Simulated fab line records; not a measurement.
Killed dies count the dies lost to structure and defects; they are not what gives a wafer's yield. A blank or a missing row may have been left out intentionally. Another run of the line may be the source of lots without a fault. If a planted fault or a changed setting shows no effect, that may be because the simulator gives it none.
Which of the tools did it? | flow sky130 | at 1 step of a route of 708, 10 lots with 30 wafers sampled

## WHAT THE GAUGES READ, wafer by wafer
SKY_SD_P_OVL_MEAS_08.
lot  | measured     | on         | SD_P_OVL (nm)
L979 | day 27 07:28 | overlay-02 | 0.1 0.4 -0.3
L980 | day 27 18:26 | overlay-02 | 0.9 -0.4 0.2
L986 | day 29 16:46 | overlay-02 | -0.2 -0.9 -1.3
L987 | day 30 14:37 | overlay-02 | -0.9 -0.1 -0.4
L988 | day 30 15:13 | overlay-02 | 1.1 0.9 -0.5
L989 | day 30 20:37 | overlay-02 | 1.6 -1.0 0.0
L990 | day 31 00:14 | overlay-02 | -0.2 -1.0 -1.5
L991 | day 31 15:34 | overlay-01 | 1.2 -1.7 -0.7
L994 | day 32 02:47 | overlay-01 | -0.3 0.9 -0.6
L997 | day 32 23:59 | overlay-02 | -1.9 0.7 0.5

## TOOL THAT RAN EACH LOT (tool first, then ch and the chambers of the sampled wafers, then the start)
The record holds no process step before these readings.

## THE ANSWER, worked out from the rows above alone
Rule: usual is defined by the lots themselves. The widest of any qualifying gaps counts: lots, ordered by their means at a reading, are off when they make up no more than a third of the lots, leave a main group of 4 or more, and stand apart from it by 3 or more times the standard deviation of that group's means. If all means in a main group match to the digits the tables above print for the reading, that group is not used. Also off: a lot with no number at a reading for which 4 or more lots have one. Where the step has rows for the other lots, those lots are counted as sound.
None of the lots is off at any reading shown; this tells nothing.

## WHAT THE SIMULATOR HAD PUT IN
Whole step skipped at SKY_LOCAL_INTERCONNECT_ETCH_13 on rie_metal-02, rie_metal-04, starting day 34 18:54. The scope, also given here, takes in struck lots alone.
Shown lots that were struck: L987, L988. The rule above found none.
